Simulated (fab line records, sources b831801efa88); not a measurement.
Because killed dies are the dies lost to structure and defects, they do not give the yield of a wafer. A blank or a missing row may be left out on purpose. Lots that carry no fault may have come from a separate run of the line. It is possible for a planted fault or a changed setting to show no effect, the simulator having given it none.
Which tool is to blame? / flow sky130 / 39 wafers from 13 lots sampled at 2 of the route's 708 steps

WHAT THE GAUGES SHOWED, per wafer
SKY_VIA4_THK_MEAS_01. Usual: VIA4_HDPCVD_THK typically reads 1763 nm, with standard deviation 20.
lot=L687; measured=day 42 04:39; on=filmMetro-04; VIA4_HDPCVD_THK (nm)=1762 1755 1773; flag=
lot=L689; measured=day 42 15:14; on=filmMetro-04; VIA4_HDPCVD_THK (nm)=1771 1769 1749; flag=
lot=L690; measured=day 42 22:49; on=filmMetro-01; VIA4_HDPCVD_THK (nm)=1754 1749 1755; flag=
lot=L692; measured=day 43 18:14; on=filmMetro-01; VIA4_HDPCVD_THK (nm)=1750 1757 1748; flag=
lot=L693; measured=day 43 18:32; on=filmMetro-03; VIA4_HDPCVD_THK (nm)=1785 1784 1763; flag=
lot=L694; measured=day 44 13:02; on=filmMetro-03; VIA4_HDPCVD_THK (nm)=1772 1722 1733; flag=
lot=L695; measured=day 44 20:21; on=filmMetro-04; VIA4_HDPCVD_THK (nm)=1783 1750 1770; flag=
lot=L696; measured=day 44 20:41; on=filmMetro-01; VIA4_HDPCVD_THK (nm)=1768 1749 1754; flag=
lot=L698; measured=day 45 06:13; on=filmMetro-04; VIA4_HDPCVD_THK (nm)=1780 1772 1762; flag=
lot=L699; measured=day 45 11:50; on=filmMetro-04; VIA4_HDPCVD_THK (nm)=1767 1751 1788; flag=
lot=L700; measured=day 45 18:14; on=filmMetro-04; VIA4_HDPCVD_THK (nm)=1764 1803 1792; flag=
lot=L702; measured=day 46 14:32; on=filmMetro-04; VIA4_HDPCVD_THK (nm)=1759 1750 1743; flag=
lot=L709; measured=day 47 22:38; on=filmMetro-03; VIA4_HDPCVD_THK (nm)=1786 1795 1786; flag=

EACH LOT AND THE TOOL THAT RAN IT (in order: tool; ch and the chambers of the sampled wafers; start)
lot=L687; SKY_VIA2_CVD_21=cvdW-01 ch 0,1, day 36 16:11
lot=L689; SKY_VIA2_CVD_21=cvdW-02 ch 1, day 37 03:32
lot=L690; SKY_VIA2_CVD_21=cvdW-01 ch 0,1, day 37 13:25
lot=L692; SKY_VIA2_CVD_21=cvdW-02 ch 0,1, day 38 10:29
lot=L693; SKY_VIA2_CVD_21=cvdW-01 ch 0,1, day 38 11:58
lot=L694; SKY_VIA2_CVD_21=cvdW-01 ch 0,1, day 39 05:56
lot=L695; SKY_VIA2_CVD_21=cvdW-01 ch 0,1, day 39 14:48
lot=L696; SKY_VIA2_CVD_21=cvdW-01 ch 0,1, day 39 16:35
lot=L698; SKY_VIA2_CVD_21=cvdW-01 ch 0,1, day 40 00:56
lot=L699; SKY_VIA2_CVD_21=cvdW-02 ch 0,1, day 40 08:56
lot=L700; SKY_VIA2_CVD_21=cvdW-01 ch 0,1, day 40 14:22
lot=L702; SKY_VIA2_CVD_21=cvdW-02 ch 0,1, day 41 08:05
lot=L709; SKY_VIA2_CVD_21=cvdW-01 ch 0,1, day 43 03:53
- SKY_VIA2_CVD_21: deposits W, target thk 420 nm, time 126.4 s.

WHAT THE TOOLS THEMSELVES READ (means of the sampled wafers that have a number; where no wafer has one, the mark that the record gives instead)
SKY_VIA2_CVD_21. Usual: heaterPowerW at 835 W, with a standard deviation of 85.
lot=L687; tool=cvdW-01; heaterPowerW (W)=813; flag=
lot=L689; tool=cvdW-02; heaterPowerW (W)=1064; flag=
lot=L690; tool=cvdW-01; heaterPowerW (W)=807; flag=
lot=L692; tool=cvdW-02; heaterPowerW (W)=838; flag=
lot=L693; tool=cvdW-01; heaterPowerW (W)=818; flag=
lot=L694; tool=cvdW-01; heaterPowerW (W)=838; flag=
lot=L695; tool=cvdW-01; heaterPowerW (W)=818; flag=
lot=L696; tool=cvdW-01; heaterPowerW (W)=828; flag=
lot=L698; tool=cvdW-01; heaterPowerW (W)=824; flag=
lot=L699; tool=cvdW-02; heaterPowerW (W)=790; flag=
lot=L700; tool=cvdW-01; heaterPowerW (W)=814; flag=
lot=L702; tool=cvdW-02; heaterPowerW (W)=860; flag=
lot=L709; tool=cvdW-01; heaterPowerW (W)=827; flag=

THE ANSWER, worked out from the rows above alone
Rule: a lot is off if the mean of its wafers that have a number lies more than 3 standard deviations from the usual mean. Also off: a lot with no number at a reading for which 4 or more lots have one. All remaining lots with rows at the step are treated as sound. After the gauges, taken in route order, come the tools' own readings; for these a lot's mean is taken, as printed above. At the first step where some lot is off, the reading lying furthest off is the one used; lots without a number count as furthest.
No lot is off on any of the readings shown, so nothing can be concluded from this.

WHAT THE SIMULATOR PUT IN
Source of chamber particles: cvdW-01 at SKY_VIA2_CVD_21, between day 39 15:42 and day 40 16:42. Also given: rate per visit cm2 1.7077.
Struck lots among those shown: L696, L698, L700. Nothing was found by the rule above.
